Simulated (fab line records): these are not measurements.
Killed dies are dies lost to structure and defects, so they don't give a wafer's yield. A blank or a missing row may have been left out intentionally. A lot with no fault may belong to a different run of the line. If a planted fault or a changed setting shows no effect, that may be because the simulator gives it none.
fab line records    flow sky130    part 1 of 2: steps 1 to 24 of 34
record lots=5  wafers=15  last-day=50
route steps=708 shown VIA3@578 METAL4@598 CAP2M@603
lots that met no fault: taken from a fault-free run of the same line
start-h: start of the lot's first displayed wafer, in hours after the record's first day    wait-h: hours elapsed since this lot's preceding step    " repeats the value in the row above    L1.1+2: one row covering several wafers at once    - either no value or no given start    * or withheld: withheld    < > ~ a bound
route shown NAME@n: names a module that has steps shown in the file, with the first one's number in the route    usual: average and standard deviation across the fault-free wafers    same: alike in all rows    chamber/n: place in a boat    sites: readings site by site    _std_site: how widely they spread, as a standard deviation    _edge_site: outer sites' mean less inner sites'    radius-mm: how far each site lies from the wafer's centre    mask NAME#n: copy n    behind: the tool/chamber that last shaped the wafer    hold: what put the lot on hold/how long, in hours/how the hold closed    device: whichever transistor did not switch (one of n, p or np)    end of line: the tests these same wafers got at the end of their route    a step without rows: its recipe alone    killed: the dies lost at the first sort to structure and to defects; this is not the yield of the wafer    map: per-die view of a wafer (x killed, . not killed, _ where there is no die)
set.NAME: setting as actually run; set.NAME@STEP: the setting as run at that earlier step    model.NAME: the simulator's own value behind a step, which no gauge read
lots at some steps of the route; a table a step, a row a wafer
services: the hour from which a tool's chamber was out of use, counted from the record's first day as start-h (under 0 if before that day), plus the number of hours and why
## steps
# step SKY_VIA3_HMDS_05
# recipe prime-time-s=60  prime-temp-c=120
# usual chill-plate-temp-C=22.99/0.1
lot.wafer  tool            chamber  start-h  wait-h  chill-plate-temp-C
L075.1     litho-track-02  0        920.73   0.1     22.83
L075.4     "               0        "        "       22.82
L075.5     "               0        "        "       23.05
L076.3     litho-track-03  0        933.97   0.1     22.98
L076.4     "               0        "        "       23.09
L076.6     "               0        "        "       22.89
L080.1     litho-track-03  0        953.22   0.1     22.96
L080.2     "               0        "        "       22.99
L080.5     "               0        "        "       23.04
L079.1     litho-track-02  0        957.78   0.1     22.95
L079.2     "               0        "        "       23.00
L079.5     "               0        "        "       22.93
L097.1     litho-track-02  0        1064.73  0.1     22.98
L097.3     "               0        "        "       22.94
L097.6     "               0        "        "       22.87
# step SKY_VIA3_COAT_06
# recipe resist=BARC  temp-c=withheld  time-s=withheld  spin-rpm=3000  resist-thk-nm=60
# usual chill-plate-temp-C=*
lot.wafer  tool            chamber  start-h  wait-h  chill-plate-temp-C
L075.1     litho-track-02  0        920.88   0.1     *
L075.4     "               0        "        "       *
L075.5     "               0        "        "       *
L076.3     litho-track-03  0        934.12   0.1     *
L076.4     "               0        "        "       *
L076.6     "               0        "        "       *
L080.1     litho-track-03  0        953.37   0.1     *
L080.2     "               0        "        "       *
L080.5     "               0        "        "       *
L079.1     litho-track-02  0        957.93   0.1     *
L079.2     "               0        "        "       *
L079.5     "               0        "        "       *
L097.1     litho-track-02  0        1064.88  0.1     *
L097.3     "               0        "        "       *
L097.6     "               0        "        "       *
# step SKY_VIA3_COAT_07
# recipe resist=KrF-thick  spin-rpm=3000  resist-thk-nm=450
# usual chill-plate-temp-C=23.05/0.096
lot.wafer  tool            chamber  start-h  wait-h  chill-plate-temp-C
L075.1     litho-track-02  0        -        -       23.22
L075.4     "               0        "        "       23.09
L075.5     "               0        "        "       23.08
L076.3     litho-track-03  0        -        -       23.09
L076.4     "               0        "        "       23.07
L076.6     "               0        "        "       23.11
L080.1     litho-track-03  0        -        -       22.95
L080.2     "               0        "        "       23.02
L080.5     "               0        "        "       22.88
L079.1     litho-track-02  0        -        -       23.14
L079.2     "               0        "        "       23.09
L079.5     "               0        "        "       23.14
L097.1     litho-track-02  0        -        -       23.08
L097.3     "               0        "        "       23.12
L097.6     "               0        "        "       23.03
# step SKY_VIA3_SOFTBAKE_08
# recipe temp-c=100  time-s=90  resist=KrF-thick
# usual chill-plate-temp-C=22.99/0.1
lot.wafer  tool            chamber  start-h  wait-h  chill-plate-temp-C
L075.1     litho-track-02  0        -        -       23.24
L075.4     "               0        "        "       23.18
L075.5     "               0        "        "       23.23
L076.3     litho-track-03  0        -        -       22.97
L076.4     "               0        "        "       22.95
L076.6     "               0        "        "       23.09
L080.1     litho-track-03  0        -        -       22.89
L080.2     "               0        "        "       22.89
L080.5     "               0        "        "       22.95
L079.1     litho-track-02  0        -        -       22.90
L079.2     "               0        "        "       22.91
L079.5     "               0        "        "       22.91
L097.1     litho-track-02  0        -        -       23.04
L097.3     "               0        "        "       22.98
L097.6     "               0        "        "       23.12
# step SKY_VIA3_EXPOSE_09
# recipe mask-id=VIM3  na=0.8  source-shape=annular  sigma-inner=0.55  sigma-outer=0.85  target-cd-nm=200  dose-mj=38
# usual focus-offset-nm=0.1/0.55
lot.wafer  tool            chamber  start-h  wait-h  mask    focus-offset-nm
L075.1     krf-scanner-02  0        -        -       VIM3#0  0.5
L075.4     "               0        "        "       VIM3#0  0.5
L075.5     "               0        "        "       VIM3#0  0.4
L076.3     krf-scanner-01  0        -        -       VIM3#0  0.1
L076.4     "               0        "        "       VIM3#0  -0.3
L076.6     "               0        "        "       VIM3#0  -0.9
L080.1     krf-scanner-01  0        -        -       VIM3#0  0.2
L080.2     "               0        "        "       VIM3#0  0.5
L080.5     "               0        "        "       VIM3#0  0.9
L079.1     krf-scanner-02  0        -        -       VIM3#0  0.3
L079.2     "               0        "        "       VIM3#0  0.3
L079.5     "               0        "        "       VIM3#0  0.4
L097.1     krf-scanner-01  0        -        -       VIM3#0  0.9
L097.3     "               0        "        "       VIM3#0  0.4
L097.6     "               0        "        "       VIM3#0  0.1
# step SKY_VIA3_PEB_10
# recipe peb-temp-c=withheld  peb-time-s=withheld  resist=KrF-thick
# usual chill-plate-temp-C=*
lot.wafer  tool            chamber  start-h  wait-h  chill-plate-temp-C
L075.1     litho-track-01  0        -        -       *
L075.4     "               0        "        "       *
L075.5     "               0        "        "       *
L076.3     litho-track-02  0        -        -       *
L076.4     "               0        "        "       *
L076.6     "               0        "        "       *
L080.1     litho-track-01  0        -        -       *
L080.2     "               0        "        "       *
L080.5     "               0        "        "       *
L079.1     litho-track-03  0        -        -       *
L079.2     "               0        "        "       *
L079.5     "               0        "        "       *
L097.1     litho-track-02  0        -        -       *
L097.3     "               0        "        "       *
L097.6     "               0        "        "       *
# step SKY_VIA3_DEVELOP_11
# recipe develop-time-s=60  resist=KrF-thick  dev-temp-c=21
# usual chill-plate-temp-C=22.98/0.092
# same develop-time-s=60
lot.wafer  tool            chamber  start-h  wait-h  chill-plate-temp-C
L075.1     litho-track-01  0        -        -       22.93
L075.4     "               0        "        "       23.08
L075.5     "               0        "        "       22.97
L076.3     litho-track-02  0        -        -       23.07
L076.4     "               0        "        "       23.01
L076.6     "               0        "        "       22.95
L080.1     litho-track-01  0        -        -       22.80
L080.2     "               0        "        "       22.97
L080.5     "               0        "        "       22.98
L079.1     litho-track-03  0        -        -       22.89
L079.2     "               0        "        "       22.87
L079.5     "               0        "        "       22.87
L097.1     litho-track-02  0        -        -       22.88
L097.3     "               0        "        "       23.04
L097.6     "               0        "        "       22.97
# step SKY_VIA3_CD_MEAS_12
# recipe target-cd-nm=200
# usual cd-nm=199.9/1.3
lot.wafer  tool       chamber  start-h  wait-h  cd-nm
L075.1     cd-sem-02  -        934.22   -       201.0
L075.4     "          -        "        "       199.6
L075.5     "          -        "        "       197.5
L076.3     cd-sem-02  -        945.92   -       198.9
L076.4     "          -        "        "       199.0
L076.6     "          -        "        "       199.5
L080.1     cd-sem-01  -        966.27   -       198.9
L080.2     "          -        "        "       198.6
L080.5     "          -        "        "       199.7
L079.1     cd-sem-02  -        969.72   -       200.7
L079.2     "          -        "        "       198.8
L079.5     "          -        "        "       199.7
L097.1     cd-sem-02  -        1075.94  -       200.5
L097.3     "          -        "        "       200.4
L097.6     "          -        "        "       201.3
# step SKY_VIA3_OVL_MEAS_13
# usual VIA3_OVL=0/5.4
lot.wafer  tool        chamber  start-h  wait-h  VIA3_OVL[nm]
L075.1     overlay-02  -        934.34   0.1     -3
L075.4     "           -        "        "       4
L075.5     "           -        "        "       4
L076.3     overlay-01  -        946.01   0.1     -1
L076.4     "           -        "        "       3
L076.6     "           -        "        "       4
L080.1     overlay-01  -        966.39   0.1     -1
L080.2     "           -        "        "       6
L080.5     "           -        "        "       -1
L079.1     overlay-01  -        969.84   0.1     -2
L079.2     "           -        "        "       -5
L079.5     "           -        "        "       3
L097.1     overlay-02  -        1076.06  0.1     -1
L097.3     "           -        "        "       -2
L097.6     "           -        "        "       -6
# step SKY_VIA3_ETCH_14
# recipe chemistry=N2/H2  target=BARC  ion-energy-ev=200  source-w=500  bias-w=100  pressure-mtorr=30  n2-flow-sccm=100  h2-flow-sccm=200  stop-on=SiO2  time-s=45.9  target-depth-a=600
# usual drypump-motor-current-A=5.6/0.45  oes-product-au=0.855/0.0048  throttle-valve-pct=13.225/0.0084
lot.wafer  tool         chamber  start-h  wait-h  drypump-motor-current-A  oes-product-au  rf-hours-counter-h  throttle-valve-pct
L075.1     rie-diel-04  0        934.38   0.0     5.1                      0.858           7                   13.223
L075.4     "            1        "        "       5.8                      0.850           27                  13.238
L075.5     "            3        "        "       5.3                      0.861           -                   13.220
L076.3     rie-diel-04  0        946.03   0.0     5.1                      0.850           8                   13.225
L076.4     "            1        "        "       5.8                      0.857           27                  13.223
L076.6     "            2        "        "       5.2                      0.853           -                   13.228
L080.1     rie-diel-02  0        966.43   0.0     5.6                      0.860           20                  13.215
L080.2     "            2        "        "       6.0                      0.852           13                  13.224
L080.5     "            2        "        "       6.0                      0.849           -                   13.236
L079.1     rie-diel-02  2        969.88   0.0     6.0                      0.855           13                  13.220
L079.2     "            1        "        "       5.7                      0.851           6                   13.222
L079.5     "            0        "        "       5.6                      0.855           -                   13.215
L097.1     rie-diel-04  3        1076.10  0.0     5.3                      0.862           12                  13.220
L097.3     "            2        "        "       5.2                      0.852           25                  13.229
L097.6     "            1        "        "       5.8                      0.847           -                   13.231
# step SKY_VIA3_ETCH_15
# recipe target=SiO2  chemistry=C4F8/O2/Ar  target-depth-nm=507  stop-on=TiN  mask-material=KrF-thick  source-w=1500  bias-w=1200  pressure-mtorr=40  c4f8-flow-sccm=withheld  O2_flow_sccm=6  Ar_flow_sccm=300  time-s=78
# usual oes-product-au=0.947/0.0046
lot.wafer  tool         chamber  start-h  wait-h  oes-product-au  rf-hours-counter-h
L075.1     rie-diel-04  0        934.42   0.0     0.941           7
L075.4     "            1        "        "       0.948           27
L075.5     "            3        "        "       0.936           -
L076.3     rie-diel-04  0        946.08   0.0     0.947           8
L076.4     "            1        "        "       0.952           27
L076.6     "            2        "        "       0.939           -
L080.1     rie-diel-02  0        966.47   0.0     0.945           21
L080.2     "            2        "        "       0.944           13
L080.5     "            2        "        "       0.949           -
L079.1     rie-diel-02  2        969.92   0.0     0.945           13
L079.2     "            1        "        "       0.945           6
L079.5     "            0        "        "       0.947           -
L097.1     rie-diel-04  3        1076.14  0.0     0.943           12
L097.3     "            2        "        "       0.944           25
L097.6     "            1        "        "       0.945           -
# step SKY_VIA3_STRIP_16
# recipe chemistry=O2/N2  power-w=1400  pressure-mtorr=1500  platen-temp-c=withheld  o2-flow-sccm=3000  n2-flow-sccm=300  overash-fraction=0.5
# usual drypump-motor-current-A=5.6/0.4  oes-product-au=0.402/0.0048  strip-time-to-endpoint-s=4.133/0.021
lot.wafer  tool             chamber  start-h  wait-h  drypump-motor-current-A  oes-product-au  rf-hours-counter-h  strip-time-to-endpoint-s
L075.1     plasma-asher-02  0        934.48   0.0     5.7                      0.398           84                  4.129
L075.4     "                0        "        "       5.7                      0.402           -                   4.137
L075.5     "                1        "        "       5.8                      0.405           -                   4.161
L076.3     plasma-asher-03  0        946.17   0.1     4.9                      0.403           -                   4.129
L076.4     "                1        "        "       5.8                      0.395           -                   4.141
L076.6     "                1        "        "       5.8                      0.409           -                   4.158
L080.1     plasma-asher-03  1        966.53   0.0     5.8                      0.400           112                 4.145
L080.2     "                0        "        "       4.9                      0.410           112                 4.162
L080.5     "                0        "        "       4.9                      0.406           -                   4.148
L079.1     plasma-asher-03  0        969.98   0.0     4.9                      0.408           113                 4.143
L079.2     "                1        "        "       5.8                      0.402           113                 4.159
L079.5     "                1        "        "       5.8                      0.403           -                   4.114
L097.1     plasma-asher-03  0        1076.20  0.0     4.9                      0.405           1                   4.141
L097.3     "                1        "        "       5.8                      0.399           -                   4.132
L097.6     "                1        "        "       5.8                      0.400           -                   4.155
# step SKY_VIA3_STRIP_17
# recipe chemistry=post-etch-residue-remover  time-s=1200  temp-c=72.5
lot.wafer   tool          chamber  start-h  wait-h
L075.1+4+5  wet-bench-04  3        934.58   0.1
L076.3+4+6  wet-bench-03  3        946.24   0.0
L080.1+2+5  wet-bench-03  2        966.63   0.1
L079.1+2+5  wet-bench-03  3        970.08   0.1
L097.1+3+6  wet-bench-03  1        1076.30  0.1
# step SKY_VIA3_CLEAN_18
# recipe chemistry=IPA  time-s=180  temp-c=25
lot.wafer   tool          chamber  start-h  wait-h
L075.1+4+5  wet-bench-03  1        934.92   0.0
L076.3+4+6  wet-bench-01  2        946.58   0.0
L080.1+2+5  wet-bench-04  3        966.97   0.0
L079.1+2+5  wet-bench-04  3        970.42   0.0
L097.1+3+6  wet-bench-01  0        1076.64  0.0
# step SKY_VIA3_CLEAN_19
# recipe chemistry=O3/DIW  dry=n2-spin
lot.wafer   tool          chamber  start-h  wait-h
L075.1+4+5  wet-bench-04  1        934.98   0.0
L076.3+4+6  wet-bench-04  0        946.64   0.0
L080.1+2+5  wet-bench-01  2        967.03   0.0
L079.1+2+5  wet-bench-01  3        970.48   0.0
L097.1+3+6  wet-bench-03  0        1076.70  0.0
# step SKY_VIA3_SPUTTER_20
# recipe material=TiN  target-thk-nm=20  chamber-pressure-pa=5  power-w=4000  time-s=80
# usual chamber-pressure-pa=5.000/0.011  throttle-valve-pct=30.0/0.94
lot.wafer  tool            chamber  start-h  wait-h  chamber-pressure-pa  throttle-valve-pct
L075.1     pvd-sputter-03  -        935.07   0.0     5.010                31.1
L075.4     "               -        "        "       4.992                29.0
L075.5     "               -        "        "       5.005                31.1
L076.3     pvd-sputter-03  -        946.74   0.0     4.989                28.9
L076.4     "               -        "        "       5.003                30.5
L076.6     "               -        "        "       4.995                28.9
L080.1     pvd-sputter-03  -        967.12   0.0     5.010                29.0
L080.2     "               -        "        "       5.006                29.0
L080.5     "               -        "        "       4.994                31.2
L079.1     pvd-sputter-02  -        970.57   0.0     4.998                28.4
L079.2     "               -        "        "       4.986                30.9
L079.5     "               -        "        "       4.989                30.1
L097.1     pvd-sputter-02  -        1076.79  0.0     5.018                30.4
L097.3     "               -        "        "       5.009                31.0
L097.6     "               -        "        "       5.015                28.4
# step SKY_VIA3_CVD_21
# recipe material=W  target-thk-nm=390  time-s=117.31  temp-c=400  pressure-torr=40
# usual heater-power-w=870/14
lot.wafer  tool      chamber  start-h  wait-h  heater-power-w
L075.1     cvd-w-01  0        935.13   0.0     867
L075.4     "         1        "        "       854
L075.5     "         1        "        "       887
L076.3     cvd-w-02  0        946.84   0.1     880
L076.4     "         1        "        "       874
L076.6     "         1        "        "       854
L080.1     cvd-w-02  0        967.18   0.0     863
L080.2     "         1        "        "       862
L080.5     "         0        "        "       871
L079.1     cvd-w-02  0        970.63   0.0     874
L079.2     "         1        "        "       861
L079.5     "         0        "        "       877
L097.1     cvd-w-02  1        1076.85  0.0     853
L097.3     "         1        "        "       847
L097.6     "         0        "        "       899
# step SKY_VIA3_RS_MEAS_22
# recipe thk-meas-gauge=four-point-probe  reads=W_of_VIA3_CVD_21+TiN_of_VIA3_SPUTTER_20
# usual VIA3_W_RS=0.292/0.0068
lot.wafer  tool           chamber  start-h  wait-h  VIA3_W_RS[ohm/sq]
L075.1     film-metro-02  -        935.25   0.1     0.299
L075.4     "              -        "        "       0.297
L075.5     "              -        "        "       0.297
L076.3     film-metro-04  -        946.96   0.1     0.284
L076.4     "              -        "        "       0.298
L076.6     "              -        "        "       0.300
L080.1     film-metro-03  -        967.30   0.1     0.284
L080.2     "              -        "        "       0.298
L080.5     "              -        "        "       0.283
L079.1     film-metro-04  -        970.76   0.1     0.281
L079.2     "              -        "        "       0.299
L079.5     "              -        "        "       0.284
L097.1     film-metro-02  -        1076.98  0.1     0.295
L097.3     "              -        "        "       0.297
L097.6     "              -        "        "       0.282
# step SKY_VIA3_THK_MEAS_23
# recipe thk-meas-gauge=xrf  reads=W_of_VIA3_CVD_21
# usual VIA3_W_THK=386/9.1
lot.wafer  tool           chamber  start-h  wait-h  VIA3_W_THK[nm]
L075.1     film-metro-02  -        935.37   0.1     379
L075.4     "              -        "        "       383
L075.5     "              -        "        "       380
L076.3     film-metro-04  -        947.06   0.1     392
L076.4     "              -        "        "       372
L076.6     "              -        "        "       373
L080.1     film-metro-03  -        967.42   0.1     394
L080.2     "              -        "        "       374
L080.5     "              -        "        "       393
L079.1     film-metro-04  -        970.88   0.1     397
L079.2     "              -        "        "       372
L079.5     "              -        "        "       391
L097.1     film-metro-02  -        1077.10  0.1     388
L097.3     "              -        "        "       385
L097.6     "              -        "        "       404
# step SKY_VIA3_CMP_24
# recipe stop-on=SiO2  t-overpolish-s=20  down-force-psi=3.5  platen-rpm=60  target-thk-nm=0  pad-velocity-m-s=0.94248
# usual motor-current-A=10.8/1.6  overpolish-run-s=20.001/0.0092  time-to-endpoint-s=96/3.8
lot.wafer  tool    chamber  start-h  wait-h  motor-current-A  overpolish-run-s  time-to-endpoint-s
L075.4     cmp-02  2        935.53   0.1     13.5             19.983            99
L075.1     "       3        "        "       12.0             20.007            97
L075.5     "       1        "        "       11.8             19.985            94
L076.3     cmp-01  0        947.15   0.1     8.6              20.010            98
L076.4     "       2        "        "       12.8             20.010            89
L076.6     "       3        "        "       8.7              20.009            93
L080.1     cmp-01  1        967.48   0.1     11.7             19.985            98
L080.2     "       3        "        "       8.0              19.992            94
L080.5     "       1        "        "       11.9             19.991            97
L079.2     cmp-01  0        970.94   0.0     8.9              20.000            95
L079.1     "       1        "        "       11.1             19.994            103
L079.5     "       0        "        "       9.0              20.004            99
L097.1     cmp-01  3        1077.30  0.2     9.0              19.996            97
L097.3     "       0        "        "       9.0              19.980            97
L097.6     "       2        "        "       12.4             19.994            98
# step SKY_METAL4_SPUTTER_00
# recipe material=Ti  target-thk-nm=15  power-w=3000  time-s=10  chamber-pressure-pa=0.4
# usual chamber-pressure-pa=0.4001/0.00082  throttle-valve-pct=29.8/1
lot.wafer  tool            chamber  start-h  wait-h  chamber-pressure-pa  throttle-valve-pct
L075.1     pvd-sputter-04  -        935.73   0.1     0.4000               28.7
L075.4     "               -        "        "       0.4000               29.1
L075.5     "               -        "        "       0.3993               29.1
L076.3     pvd-sputter-04  -        947.40   0.2     0.4006               29.5
L076.4     "               -        "        "       0.4009               31.5
L076.6     "               -        "        "       0.4009               29.7
L080.1     pvd-sputter-02  -        967.78   0.2     0.3996               31.1
L080.2     "               -        "        "       0.4004               28.5
L080.5     "               -        "        "       0.4012               30.0
L079.1     pvd-sputter-04  -        971.24   0.2     0.4000               29.4
L079.2     "               -        "        "       0.4003               29.1
L079.5     "               -        "        "       0.3997               31.7
L097.1     pvd-sputter-03  -        1077.55  0.2     0.4013               29.1
L097.3     "               -        "        "       0.4006               31.2
L097.6     "               -        "        "       0.4003               28.9
# step SKY_METAL4_SPUTTER_01
# recipe material=TiN  target-thk-nm=20  power-w=6500  time-s=16.7  chamber-pressure-pa=0.4
# usual chamber-pressure-pa=0.3999/0.00075  throttle-valve-pct=29.9/1
lot.wafer  tool            chamber  start-h  wait-h  chamber-pressure-pa  throttle-valve-pct
L075.1     pvd-sputter-04  -        935.76   0.0     0.4013               28.9
L075.4     "               -        "        "       0.3997               29.1
L075.5     "               -        "        "       0.3994               29.3
L076.3     pvd-sputter-04  -        947.42   0.0     0.4003               28.9
L076.4     "               -        "        "       0.3996               31.7
L076.6     "               -        "        "       0.4006               29.6
L080.1     pvd-sputter-02  -        967.81   0.0     0.4003               31.2
L080.2     "               -        "        "       0.4004               28.3
L080.5     "               -        "        "       0.4005               30.2
L079.1     pvd-sputter-04  -        971.26   0.0     0.3994               29.5
L079.2     "               -        "        "       0.3999               29.1
L079.5     "               -        "        "       0.4003               31.4
L097.1     pvd-sputter-03  -        1077.57  0.0     0.3990               28.9
L097.3     "               -        "        "       0.4007               31.0
L097.6     "               -        "        "       0.3999               29.1
# step SKY_METAL4_SPUTTER_02
# recipe material=AlCu  target-thk-nm=735  power-w=10600  time-s=39.1  chamber-pressure-pa=0.4
# usual chamber-pressure-pa=0.4001/0.00078  throttle-valve-pct=29.8/1
lot.wafer  tool            chamber  start-h  wait-h  chamber-pressure-pa  throttle-valve-pct
L075.1     pvd-sputter-04  -        935.78   0.0     0.4003               28.8
L075.4     "               -        "        "       0.3994               29.0
L075.5     "               -        "        "       0.3991               29.3
L076.3     pvd-sputter-04  -        947.45   0.0     0.4000               28.9
L076.4     "               -        "        "       0.3999               31.7
L076.6     "               -        "        "       0.4004               29.5
L080.1     pvd-sputter-02  -        967.83   0.0     0.4008               31.2
L080.2     "               -        "        "       0.3990               28.3
L080.5     "               -        "        "       0.4009               29.8
L079.1     pvd-sputter-04  -        971.28   0.0     0.3995               29.4
L079.2     "               -        "        "       0.3989               28.9
L079.5     "               -        "        "       0.3995               31.7
L097.1     pvd-sputter-03  -        1077.60  0.0     0.4001               28.9
L097.3     "               -        "        "       0.3998               30.9
L097.6     "               -        "        "       0.3996               29.0
# step SKY_METAL4_SPUTTER_03
# recipe material=Ti  target-thk-nm=5  power-w=3000  time-s=3.3  chamber-pressure-pa=0.4
# usual chamber-pressure-pa=0.4000/0.00078  throttle-valve-pct=29.8/1
lot.wafer  tool            chamber  start-h  wait-h  chamber-pressure-pa  throttle-valve-pct
L075.1     pvd-sputter-04  -        935.82   0.0     0.4012               29.1
L075.4     "               -        "        "       0.4007               29.1
L075.5     "               -        "        "       0.3996               29.2
L076.3     pvd-sputter-04  -        947.50   0.0     0.3988               29.1
L076.4     "               -        "        "       0.4008               31.9
L076.6     "               -        "        "       0.3997               29.6
L080.1     pvd-sputter-02  -        967.87   0.0     0.4008               31.0
L080.2     "               -        "        "       0.4007               28.4
L080.5     "               -        "        "       0.4007               30.2
L079.1     pvd-sputter-04  -        971.32   0.0     0.3986               29.3
L079.2     "               -        "        "       0.3996               29.1
L079.5     "               -        "        "       0.3980               31.8
L097.1     pvd-sputter-03  -        1077.63  0.0     0.3997               29.2
L097.3     "               -        "        "       0.3995               30.8
L097.6     "               -        "        "       0.3989               29.4
